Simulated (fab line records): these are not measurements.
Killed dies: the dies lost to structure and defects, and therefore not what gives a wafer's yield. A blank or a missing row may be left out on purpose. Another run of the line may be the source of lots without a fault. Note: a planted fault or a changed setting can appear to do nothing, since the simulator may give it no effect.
fab line records / flow sky130
[record] lots = 5 wafers = 15 last-day = 49
route steps=708 shown RES_PROTECT@215 POLY_GATE@217
lots that met no fault: taken from a fault-free run of the same line
start-h: the number of hours between the record's first day and the start of the first shown wafer of the lot / wait-h: hours elapsed since this lot's preceding step / " unchanged from the row above / L1.1+2: a row that stands for several wafers / - value missing, or start not given / * or withheld: withheld / < > ~ a bound
route shown NAME@n: a module of which the file shows steps, and the number in the route of the first / usual: mean and standard deviation over wafers with no fault / same: alike in all rows / chamber/n: place in a boat / sites: readings site by site / _std_site: the standard deviation of these / _edge_site: the outer-site mean with the inner-site mean subtracted / radius-mm: how far each site lies from the wafer's centre / mask NAME#n: copy n / behind: the tool/chamber that last shaped the wafer / hold: cause of the lot's hold/its duration in hours/its outcome / device: which transistor (n, p or np) failed to switch / end of line: tests of these same wafers at the route's end / a step with no rows: only its recipe / killed: count of dies lost to structure and defects at first sort (not the wafer's yield) / map: shows each die of a wafer: x if killed, . if not, _ if none is there
set.NAME: the setting as run; set.NAME@STEP: as run at that earlier step / model.NAME: the simulator's own value behind a step, which no gauge read
lots at selected steps of the route; one table per step, one row per wafer
services: when a tool's chamber went out of use (start-h, in hours from the record's first day, below 0 if earlier), for how many hours, and the reason
[[steps]]
[step SKY_RES_PROTECT_TW_MEAS_08]
[usual] POLY_GATE_TW = 4046/32
lot.wafer=L074.1 tool=film-metro-02 chamber=- start-h=334.20 wait-h=0.1 POLY_GATE_TW=4042
lot.wafer=L074.2 tool=film-metro-02 chamber=- start-h=334.20 wait-h=0.1 POLY_GATE_TW=4053
lot.wafer=L074.6 tool=film-metro-02 chamber=- start-h=334.20 wait-h=0.1 POLY_GATE_TW=4044
lot.wafer=L081.1 tool=film-metro-01 chamber=- start-h=408.41 wait-h=0.1 POLY_GATE_TW=4048
lot.wafer=L081.3 tool=film-metro-01 chamber=- start-h=408.41 wait-h=0.1 POLY_GATE_TW=4063
lot.wafer=L081.5 tool=film-metro-01 chamber=- start-h=408.41 wait-h=0.1 POLY_GATE_TW=4053
lot.wafer=L083.1 tool=film-metro-02 chamber=- start-h=420.96 wait-h=0.1 POLY_GATE_TW=4082
lot.wafer=L083.2 tool=film-metro-02 chamber=- start-h=420.96 wait-h=0.1 POLY_GATE_TW=4079
lot.wafer=L083.4 tool=film-metro-02 chamber=- start-h=420.96 wait-h=0.1 POLY_GATE_TW=4052
lot.wafer=L089.1 tool=film-metro-01 chamber=- start-h=468.50 wait-h=0.1 POLY_GATE_TW=4063
lot.wafer=L089.2 tool=film-metro-01 chamber=- start-h=468.50 wait-h=0.1 POLY_GATE_TW=4053
lot.wafer=L089.4 tool=film-metro-01 chamber=- start-h=468.50 wait-h=0.1 POLY_GATE_TW=4041
lot.wafer=L091.3 tool=film-metro-03 chamber=- start-h=490.82 wait-h=0.1 POLY_GATE_TW=4017
lot.wafer=L091.4 tool=film-metro-03 chamber=- start-h=490.82 wait-h=0.1 POLY_GATE_TW=4001
lot.wafer=L091.5 tool=film-metro-03 chamber=- start-h=490.82 wait-h=0.1 POLY_GATE_TW=4007
[step SKY_RES_PROTECT_CLEAN_09]
[recipe] chemistry = SC1/SC2 mix = 1:4:20 temp-c = 70 time-s = 150 dry = n2-spin
lot.wafer=L074.1+2+6 tool=wet-bench-01 chamber=0 start-h=334.26 wait-h=0.1
lot.wafer=L081.1+3+5 tool=wet-bench-02 chamber=2 start-h=408.47 wait-h=0.1
lot.wafer=L083.1+2+4 tool=wet-bench-03 chamber=2 start-h=421.02 wait-h=0.1
lot.wafer=L089.1+2+4 tool=wet-bench-02 chamber=3 start-h=468.56 wait-h=0.1
lot.wafer=L091.3+4+5 tool=wet-bench-03 chamber=1 start-h=490.86 wait-h=0.0
[step SKY_POLY_GATE_CVD_03]
[recipe] material = Si3N4 precursor = DCS/NH3 target-thk-nm = 75 temp-c = 770 time-s = 1290 pressure-mtorr = 250
[usual] zone-power-lower-pct = 12.8/0.32
lot.wafer=L074.1 tool=lpcvd-02 chamber=1 start-h=334.43 wait-h=0.1 zone-power-lower-pct=12.4
lot.wafer=L074.2 tool=lpcvd-02 chamber=1 start-h=334.43 wait-h=0.1 zone-power-lower-pct=12.5
lot.wafer=L074.6 tool=lpcvd-02 chamber=1 start-h=334.43 wait-h=0.1 zone-power-lower-pct=12.4
lot.wafer=L081.1 tool=lpcvd-02 chamber=0 start-h=409.61 wait-h=1.1 zone-power-lower-pct=13.3
lot.wafer=L081.3 tool=lpcvd-02 chamber=0 start-h=409.61 wait-h=1.1 zone-power-lower-pct=13.1
lot.wafer=L081.5 tool=lpcvd-02 chamber=0 start-h=409.61 wait-h=1.1 zone-power-lower-pct=13.2
lot.wafer=L083.1 tool=lpcvd-02 chamber=1 start-h=421.07 wait-h=0.0 zone-power-lower-pct=12.7
lot.wafer=L083.2 tool=lpcvd-02 chamber=1 start-h=421.07 wait-h=0.0 zone-power-lower-pct=12.5
lot.wafer=L083.4 tool=lpcvd-02 chamber=1 start-h=421.07 wait-h=0.0 zone-power-lower-pct=12.6
lot.wafer=L089.1 tool=lpcvd-02 chamber=1 start-h=468.61 wait-h=0.0 zone-power-lower-pct=12.5
lot.wafer=L089.2 tool=lpcvd-02 chamber=1 start-h=468.61 wait-h=0.0 zone-power-lower-pct=12.6
lot.wafer=L089.4 tool=lpcvd-02 chamber=1 start-h=468.61 wait-h=0.0 zone-power-lower-pct=12.5
lot.wafer=L091.3 tool=lpcvd-02 chamber=0 start-h=490.91 wait-h=0.0 zone-power-lower-pct=13.2
lot.wafer=L091.4 tool=lpcvd-02 chamber=0 start-h=490.91 wait-h=0.0 zone-power-lower-pct=13.1
lot.wafer=L091.5 tool=lpcvd-02 chamber=0 start-h=490.91 wait-h=0.0 zone-power-lower-pct=13.3
[step SKY_POLY_GATE_THK_MEAS_04]
[recipe] reads = Si3N4_of_POLY_GATE_CVD_03
[usual] POLY_GATE_CVD_03_THK = 74.5/0.51
lot.wafer=L074.1 tool=film-metro-01 chamber=- start-h=335.79 wait-h=0.0 POLY_GATE_CVD_03_THK[nm]=74.4
lot.wafer=L074.2 tool=film-metro-01 chamber=- start-h=335.79 wait-h=0.0 POLY_GATE_CVD_03_THK[nm]=74.6
lot.wafer=L074.6 tool=film-metro-01 chamber=- start-h=335.79 wait-h=0.0 POLY_GATE_CVD_03_THK[nm]=74.6
lot.wafer=L081.1 tool=film-metro-04 chamber=- start-h=410.97 wait-h=0.0 POLY_GATE_CVD_03_THK[nm]=74.4
lot.wafer=L081.3 tool=film-metro-04 chamber=- start-h=410.97 wait-h=0.0 POLY_GATE_CVD_03_THK[nm]=75.1
lot.wafer=L081.5 tool=film-metro-04 chamber=- start-h=410.97 wait-h=0.0 POLY_GATE_CVD_03_THK[nm]=74.8
lot.wafer=L083.1 tool=film-metro-04 chamber=- start-h=422.43 wait-h=0.0 POLY_GATE_CVD_03_THK[nm]=74.9
lot.wafer=L083.2 tool=film-metro-04 chamber=- start-h=422.43 wait-h=0.0 POLY_GATE_CVD_03_THK[nm]=74.5
lot.wafer=L083.4 tool=film-metro-04 chamber=- start-h=422.43 wait-h=0.0 POLY_GATE_CVD_03_THK[nm]=75.8
lot.wafer=L089.1 tool=film-metro-03 chamber=- start-h=469.97 wait-h=0.0 POLY_GATE_CVD_03_THK[nm]=75.1
lot.wafer=L089.2 tool=film-metro-03 chamber=- start-h=469.97 wait-h=0.0 POLY_GATE_CVD_03_THK[nm]=74.9
lot.wafer=L089.4 tool=film-metro-03 chamber=- start-h=469.97 wait-h=0.0 POLY_GATE_CVD_03_THK[nm]=75.1
lot.wafer=L091.3 tool=film-metro-04 chamber=- start-h=492.29 wait-h=0.0 POLY_GATE_CVD_03_THK[nm]=74.2
lot.wafer=L091.4 tool=film-metro-04 chamber=- start-h=492.29 wait-h=0.0 POLY_GATE_CVD_03_THK[nm]=73.8
lot.wafer=L091.5 tool=film-metro-04 chamber=- start-h=492.29 wait-h=0.0 POLY_GATE_CVD_03_THK[nm]=74.4
[step SKY_POLY_GATE_DEHYDRATE_05]
[recipe] temp-c = 200 time-s = 60
lot.wafer=L074.1+2+6 tool=litho-track-02 chamber=0 start-h=349.10 wait-h=13.3
lot.wafer=L081.1+3+5 tool=litho-track-03 chamber=0 start-h=425.40 wait-h=14.4
lot.wafer=L083.1+2+4 tool=litho-track-01 chamber=0 start-h=437.03 wait-h=14.6
lot.wafer=L089.1+2+4 tool=litho-track-02 chamber=0 start-h=484.80 wait-h=14.8
lot.wafer=L091.3+4+5 tool=litho-track-01 chamber=0 start-h=507.13 wait-h=14.8
[step SKY_POLY_GATE_HMDS_06]
[recipe] prime-time-s = 60 prime-temp-c = 120
[usual] prime-temp-c = 120.02/0.14
[same] prime-time-s = 60
lot.wafer=L074.1 tool=litho-track-02 chamber=0 start-h=349.25 wait-h=0.1 prime-temp-c=119.99
lot.wafer=L074.2 tool=litho-track-02 chamber=0 start-h=349.25 wait-h=0.1 prime-temp-c=119.92
lot.wafer=L074.6 tool=litho-track-02 chamber=0 start-h=349.25 wait-h=0.1 prime-temp-c=119.96
lot.wafer=L081.1 tool=litho-track-03 chamber=0 start-h=425.55 wait-h=0.1 prime-temp-c=119.99
lot.wafer=L081.3 tool=litho-track-03 chamber=0 start-h=425.55 wait-h=0.1 prime-temp-c=120.05
lot.wafer=L081.5 tool=litho-track-03 chamber=0 start-h=425.55 wait-h=0.1 prime-temp-c=120.21
lot.wafer=L083.1 tool=litho-track-01 chamber=0 start-h=437.18 wait-h=0.1 prime-temp-c=119.86
lot.wafer=L083.2 tool=litho-track-01 chamber=0 start-h=437.18 wait-h=0.1 prime-temp-c=120.09
lot.wafer=L083.4 tool=litho-track-01 chamber=0 start-h=437.18 wait-h=0.1 prime-temp-c=120.00
lot.wafer=L089.1 tool=litho-track-02 chamber=0 start-h=484.95 wait-h=0.1 prime-temp-c=120.18
lot.wafer=L089.2 tool=litho-track-02 chamber=0 start-h=484.95 wait-h=0.1 prime-temp-c=120.38
lot.wafer=L089.4 tool=litho-track-02 chamber=0 start-h=484.95 wait-h=0.1 prime-temp-c=120.33
lot.wafer=L091.3 tool=litho-track-01 chamber=0 start-h=507.28 wait-h=0.1 prime-temp-c=119.95
lot.wafer=L091.4 tool=litho-track-01 chamber=0 start-h=507.28 wait-h=0.1 prime-temp-c=120.07
lot.wafer=L091.5 tool=litho-track-01 chamber=0 start-h=507.28 wait-h=0.1 prime-temp-c=120.02
[step SKY_POLY_GATE_COAT_07]
[recipe] resist = BARC temp-c = withheld time-s = withheld spin-rpm = 3000 resist-thk-nm = 110
lot.wafer=L074.1+2+6 tool=litho-track-02 chamber=0 start-h=349.40 wait-h=0.1
lot.wafer=L081.1+3+5 tool=litho-track-03 chamber=0 start-h=425.70 wait-h=0.1
lot.wafer=L083.1+2+4 tool=litho-track-01 chamber=0 start-h=437.33 wait-h=0.1
lot.wafer=L089.1+2+4 tool=litho-track-02 chamber=0 start-h=485.10 wait-h=0.1
lot.wafer=L091.3+4+5 tool=litho-track-01 chamber=0 start-h=507.43 wait-h=0.1
[step SKY_POLY_GATE_COAT_08]
[recipe] resist = KrF-thick spin-rpm = 3000 resist-thk-nm = 450
lot.wafer=L074.1+2+6 tool=litho-track-02 chamber=0 start-h=- wait-h=-
lot.wafer=L081.1+3+5 tool=litho-track-03 chamber=0 start-h=- wait-h=-
lot.wafer=L083.1+2+4 tool=litho-track-01 chamber=0 start-h=- wait-h=-
lot.wafer=L089.1+2+4 tool=litho-track-02 chamber=0 start-h=- wait-h=-
lot.wafer=L091.3+4+5 tool=litho-track-01 chamber=0 start-h=- wait-h=-
[step SKY_POLY_GATE_SOFTBAKE_09]
[recipe] temp-c = 100 time-s = 90 resist = KrF-thick
lot.wafer=L074.1+2+6 tool=litho-track-02 chamber=0 start-h=- wait-h=-
lot.wafer=L081.1+3+5 tool=litho-track-03 chamber=0 start-h=- wait-h=-
lot.wafer=L083.1+2+4 tool=litho-track-01 chamber=0 start-h=- wait-h=-
lot.wafer=L089.1+2+4 tool=litho-track-02 chamber=0 start-h=- wait-h=-
lot.wafer=L091.3+4+5 tool=litho-track-01 chamber=0 start-h=- wait-h=-
[step SKY_POLY_GATE_EXPOSE_10]
[recipe] mask-id = P1M na = 0.68 source-shape = conventional sigma-outer = 0.6 target-cd-nm = 150 dose-mj = 28
lot.wafer=L074.1+2+6 tool=krf-scanner-01 chamber=0 start-h=- wait-h=- mask=P1M#0
lot.wafer=L081.1+3+5 tool=krf-scanner-01 chamber=0 start-h=- wait-h=- mask=P1M#0
lot.wafer=L083.1+2+4 tool=krf-scanner-02 chamber=0 start-h=- wait-h=- mask=P1M#0
lot.wafer=L089.1+2+4 tool=krf-scanner-02 chamber=0 start-h=- wait-h=- mask=P1M#0
lot.wafer=L091.3+4+5 tool=krf-scanner-01 chamber=0 start-h=- wait-h=- mask=P1M#0
[[services]]
tool=krf-scanner-01 chamber=0 start-h=318.45 hours=- kind=calibration
tool=krf-scanner-01 chamber=- start-h=319.27 hours=1.0 kind=pm
tool=krf-scanner-02 chamber=- start-h=329.20 hours=1.3 kind=pm
tool=wet-bench-02 chamber=- start-h=340.93 hours=1.4 kind=repair
tool=krf-scanner-02 chamber=- start-h=347.27 hours=1.6 kind=repair
tool=krf-scanner-02 chamber=- start-h=353.17 hours=0.9 kind=repair
tool=krf-scanner-02 chamber=- start-h=354.07 hours=4.4 kind=pm
tool=lpcvd-02 chamber=- start-h=370.18 hours=1.0 kind=repair
tool=krf-scanner-02 chamber=- start-h=395.08 hours=0.8 kind=pm
tool=krf-scanner-02 chamber=- start-h=418.19 hours=1.0 kind=pm
tool=krf-scanner-02 chamber=- start-h=434.36 hours=2.2 kind=repair
tool=wet-bench-02 chamber=- start-h=444.27 hours=12.2 kind=repair
tool=krf-scanner-02 chamber=0 start-h=448.91 hours=- kind=calibration
tool=krf-scanner-01 chamber=- start-h=454.84 hours=1.3 kind=pm
tool=wet-bench-02 chamber=- start-h=460.38 hours=1.5 kind=repair
tool=krf-scanner-02 chamber=- start-h=473.10 hours=2.1 kind=repair
tool=krf-scanner-01 chamber=- start-h=475.46 hours=0.9 kind=repair
tool=krf-scanner-01 chamber=0 start-h=475.65 hours=- kind=calibration
tool=krf-scanner-01 chamber=- start-h=478.73 hours=0.8 kind=pm
tool=krf-scanner-02 chamber=- start-h=484.70 hours=0.4 kind=repair
tool=krf-scanner-01 chamber=- start-h=488.27 hours=1.0 kind=pm
tool=krf-scanner-02 chamber=- start-h=502.73 hours=0.3 kind=repair
tool=krf-scanner-02 chamber=- start-h=505.01 hours=1.3 kind=pm
[[key]]
fault none
